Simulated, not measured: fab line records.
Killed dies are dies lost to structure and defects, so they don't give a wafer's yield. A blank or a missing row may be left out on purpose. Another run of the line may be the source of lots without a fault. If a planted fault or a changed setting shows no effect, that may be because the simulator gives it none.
A lot that was struck, set against a sound lot :: flow sky130 :: 14 out of 708 route steps
Sound: wafers L179.3, L179.4, L179.6. The struck wafers were L169.2, L169.4, L169.5. The cause is named last.
At each step with rows: each side's tool, then ch and its chambers, then its first start. Under that, the readings that differ: sound wafers :: struck wafers :: difference of the means :: sigmas: that difference in standard deviations of wafers without a fault.
alike: words and numbers the same on both sides, and readings whose means are apart by under 2 such deviations; not compared: readings that were withheld, readings missing a value for some wafer, numbers with overlapping values and no deviation given by the record, and bounds like >300 which may hide the same value.
A row with sigmas, a row that says differs or no value, or rows on one side alone: a step with any of these is where the two part. Numbers that don't overlap but have no deviation are shown without sigmas and don't part them. A reading that every wafer of one side lacks parts them only if that side has two wafers or more.

SKY_METAL1_SPUTTER_00: material Ti, target thk 15 nm, time 10 s.
  sound: pvdSputter-03 at day 36 04:34; struck: pvdSputter-03 at day 32 18:00
  alike: throttleValvePct
SKY_METAL1_SPUTTER_01: material TiN, target thk 20 nm, time 16.7 s.
  sound: pvdSputter-03 at day 36 04:35; struck: pvdSputter-03 at day 32 18:01
  alike: throttleValvePct
SKY_METAL1_SPUTTER_02: material AlCu, target thk 250 nm, time 13.3 s.
  sound: pvdSputter-03 at day 36 04:37; struck: pvdSputter-03 at day 32 18:03
  alike: throttleValvePct
SKY_METAL1_SPUTTER_03: material Ti, target thk 5 nm, time 3.3 s.
  sound: pvdSputter-03 at day 36 04:38; struck: pvdSputter-03 at day 32 18:04
  alike: throttleValvePct
SKY_METAL1_SPUTTER_04: material TiN, target thk 70 nm, time 58.3 s.
  sound: pvdSputter-03 at day 36 04:40; struck: pvdSputter-03 at day 32 18:05
  alike: throttleValvePct
SKY_METAL1_RS_MEAS_05: a four-point-probe measurement.
  sound: filmMetro-03 at day 36 04:45; struck: filmMetro-03 at day 32 18:10
  alike: METAL1_ALCU_RS
SKY_METAL1_THK_MEAS_06: measures by xrf.
  sound: filmMetro-03 at day 36 04:51; struck: filmMetro-03 at day 32 18:16
  alike: METAL1_ALCU_THK
then, 5 steps without rows for these wafers: SKY_METAL1_DEHYDRATE_07 (time 60 s); SKY_METAL1_HMDS_08 (prime time 60 s); SKY_METAL1_COAT_09 (resist thk 60 nm); SKY_METAL1_COAT_10 (resist thk 450 nm); SKY_METAL1_SOFTBAKE_11 (time 90 s).
SKY_METAL1_EXPOSE_12: exposes mask MM1, target cd 140 nm.
  sound on krfScanner-01 ch 0, day 36 17:50; struck on krfScanner-01, day 33 08:11
  no value came back on the struck wafers for exposureDoseMJCm2, focusOffsetNm (nm); on the sound wafers exposureDoseMJCm2 reads 27.91 27.90 27.90
  alike: mask
following that, these wafers have no rows for 1 step: SKY_METAL1_PEB_13.

== WHERE THEY PART ==
At SKY_METAL1_EXPOSE_12 and nowhere else, as far as this record goes.

WHY: what the simulator had put in
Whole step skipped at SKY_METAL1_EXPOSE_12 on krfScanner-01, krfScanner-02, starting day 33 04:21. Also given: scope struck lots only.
